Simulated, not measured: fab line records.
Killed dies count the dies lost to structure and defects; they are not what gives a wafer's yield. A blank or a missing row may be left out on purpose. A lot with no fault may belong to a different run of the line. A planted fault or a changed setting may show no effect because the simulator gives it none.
What tool caused it? | flow gf180mcu | 36 wafers from 12 lots sampled at 4 of the route's 602 steps

WHAT THE GAUGES READ, wafer by wafer
GF_DNWELL_TW_MEAS_09.
lot  | measured    | on            | DNWELL_TW
L435 | day 2 19:20 | film-metro-04 | 1354 1359 1355
L436 | day 3 02:07 | film-metro-04 | 1351 1357 1358
L437 | day 3 11:14 | film-metro-04 | 1364 1356 1344
L438 | day 3 15:05 | film-metro-03 | 1334 1340 1341
L440 | day 3 20:01 | film-metro-03 | 1338 1343 1345
L441 | day 4 05:31 | film-metro-04 | 1324 1336 1336
L443 | day 4 16:19 | film-metro-03 | 1357 1356 1348
L444 | day 4 19:43 | film-metro-01 | 1355 1355 1356
L446 | day 5 05:37 | film-metro-04 | 1361 1365 1361
L449 | day 5 21:02 | film-metro-03 | 1346 1333 1348
L452 | day 6 13:19 | film-metro-03 | 1670 1681 1673
L455 | day 7 07:43 | film-metro-01 | 1694 1690 1699

GF_PSD_TW_MEAS_11.
lot  | measured     | on            | PSD_TW
L435 | day 14 06:55 | film-metro-03 | 3164 3160 3173
L436 | day 14 19:14 | film-metro-01 | 3161 3194 3179
L437 | day 15 10:47 | film-metro-03 | 3178 3193 3182
L438 | day 15 21:46 | film-metro-01 | 3149 3183 3163
L440 | day 16 04:10 | film-metro-01 | 3176 3169 3186
L441 | day 16 20:55 | film-metro-03 | 3152 3150 3150
L443 | day 17 13:57 | film-metro-02 | 3232 3253 3236
L444 | day 17 21:32 | film-metro-01 | 3174 3182 3177
L446 | day 18 12:35 | film-metro-02 | 3222 3233 3213
L449 | day 19 09:07 | film-metro-03 | 3190 3191 3185
L452 | day 20 15:24 | film-metro-03 | 3146 3145 3163
L455 | day 21 16:59 | film-metro-01 | 3196 3195 3178

TOOL THAT RAN EACH LOT (tool first, then ch and the chambers of the sampled wafers, then the start)
lot  | GF_DNWELL_IMPLANT_07           | GF_VT_IMPLANT_STRIP_42
L435 | implanter-02 ch 0, day 2 19:07 | plasma-asher-01 ch 0,1, day 7 13:52
L436 | implanter-02 ch 0, day 3 01:50 | plasma-asher-01 ch 0,1, day 7 23:02
L437 | implanter-01 ch 0, day 3 10:59 | plasma-asher-04 ch 0,1, day 8 11:02
L438 | implanter-02 ch 0, day 3 14:50 | plasma-asher-04 ch 0,1, day 8 18:01
L440 | implanter-02 ch 0, day 3 19:49 | plasma-asher-03 ch 0,1, day 8 23:19
L441 | implanter-02 ch 0, day 4 05:17 | plasma-asher-01 ch 0, day 9 12:23
L443 | implanter-04 ch 0, day 4 16:04 | plasma-asher-01 ch 1, day 10 02:14
L444 | implanter-02 ch 0, day 4 19:28 | plasma-asher-04 ch 0,1, day 10 07:23
L446 | implanter-01 ch 0, day 5 05:22 | plasma-asher-04 ch 0,1, day 10 19:46
L449 | implanter-02 ch 0, day 5 20:49 | plasma-asher-01 ch 0,1, day 11 12:52
L452 | implanter-04 ch 0, day 6 12:46 | plasma-asher-04 ch 0,1, day 12 10:40
L455 | implanter-01 ch 0, day 7 07:08 | plasma-asher-04 ch 0,1, day 13 09:47
- GF_DNWELL_IMPLANT_07
- GF_VT_IMPLANT_STRIP_42: strips in O2/N2.

WHAT THE TOOLS THEMSELVES READ (means of the sampled wafers that have a number; where no wafer has one, the mark that the record gives instead)
GF_DNWELL_IMPLANT_07.
lot  | tool         | beam-on-s (s) | faraday-current-uA | tilt-deg (degrees)
L435 | implanter-02 | 9.95          | 56.7               | -0.027
L436 | implanter-02 | 10.23         | 55.4               | 0.029
L437 | implanter-01 | 10.14         | 55.6               | 0.017
L438 | implanter-02 | 10.17         | 55.5               | 0.021
L440 | implanter-02 | 9.90          | 56.8               | 0.006
L441 | implanter-02 | 10.24         | 55.0               | 0.005
L443 | implanter-04 | 9.97          | 56.5               | 0.022
L444 | implanter-02 | 10.21         | 55.2               | -0.004
L446 | implanter-01 | 9.88          | 57.2               | 0.005
L449 | implanter-02 | 9.99          | 56.4               | 0.000
L452 | implanter-04 | 9.93          | 56.8               | 0.024
L455 | implanter-01 | 10.01         | 56.3               | -0.008

GF_VT_IMPLANT_STRIP_42.
lot  | tool            | chamber-pressure-mTorr (mTorr) | drypump-motor-current-A (A) | heater-power-w (W) | oes-product-au (a.u.) | platen-temp-c (C) | strip-time-to-endpoint-s (s)
L435 | plasma-asher-01 | 1498.7                         | 5.3                         | 379                | 0.718                 | 250.06            | 12.64
L436 | plasma-asher-01 | 1499.6                         | 5.3                         | 386                | 0.716                 | 249.97            | 12.67
L437 | plasma-asher-04 | 1500.1                         | 5.3                         | 354                | 0.712                 | 250.06            | 12.63
L438 | plasma-asher-04 | 1499.3                         | 5.4                         | 353                | 0.719                 | 249.81            | 12.64
L440 | plasma-asher-03 | 1499.5                         | 6.3                         | 336                | 0.717                 | 249.86            | 12.64
L441 | plasma-asher-01 | 1500.0                         | 5.0                         | 359                | 0.717                 | 250.06            | 12.59
L443 | plasma-asher-01 | 1500.7                         | 5.4                         | 390                | 0.724                 | 250.06            | 12.64
L444 | plasma-asher-04 | 1499.8                         | 5.3                         | 358                | 0.720                 | 250.12            | 12.63
L446 | plasma-asher-04 | 1499.3                         | 5.3                         | 355                | 0.713                 | 250.23            | 12.60
L449 | plasma-asher-01 | 1500.8                         | 5.1                         | 367                | 0.716                 | 250.18            | 12.61
L452 | plasma-asher-04 | 1500.3                         | 5.3                         | 355                | 0.714                 | 249.98            | 12.64
L455 | plasma-asher-04 | 1502.0                         | 5.4                         | 348                | 0.716                 | 249.96            | 12.60

THE ANSWER, worked out from the rows above alone
Rule: what is usual is taken from the lots themselves. Put in order of their means at a reading, lots are off if they are a third of the lots or fewer, leave a main group of 4 or more, and stand apart from it by a gap of 3 or more times the standard deviation of the main group's means; of several such gaps the widest counts. A main group is skipped when, at the precision printed for the reading in the tables above, its means are all equal. Also off: a lot with no number at a reading for which 4 or more lots have one. Any other lot the step has rows for is counted as sound. After the gauges, taken in route order, come the tools' own readings; for these a lot's mean is taken, as printed above. At the first step where some lot is off, the reading lying furthest off is the one used; lots without a number count as furthest.
Off: L452, L455, at GF_DNWELL_TW_MEAS_09 (DNWELL_TW). The main group has a mean of 1349 with a standard deviation of 9.3.
A tool fits if, at a process step before that reading, it ran every lot that is off, and no sound lot after the first of them. The gauges at GF_DNWELL_TW_MEAS_09 are tried like those tools. No candidate that was tried fits.

WHAT THE SIMULATOR PUT IN
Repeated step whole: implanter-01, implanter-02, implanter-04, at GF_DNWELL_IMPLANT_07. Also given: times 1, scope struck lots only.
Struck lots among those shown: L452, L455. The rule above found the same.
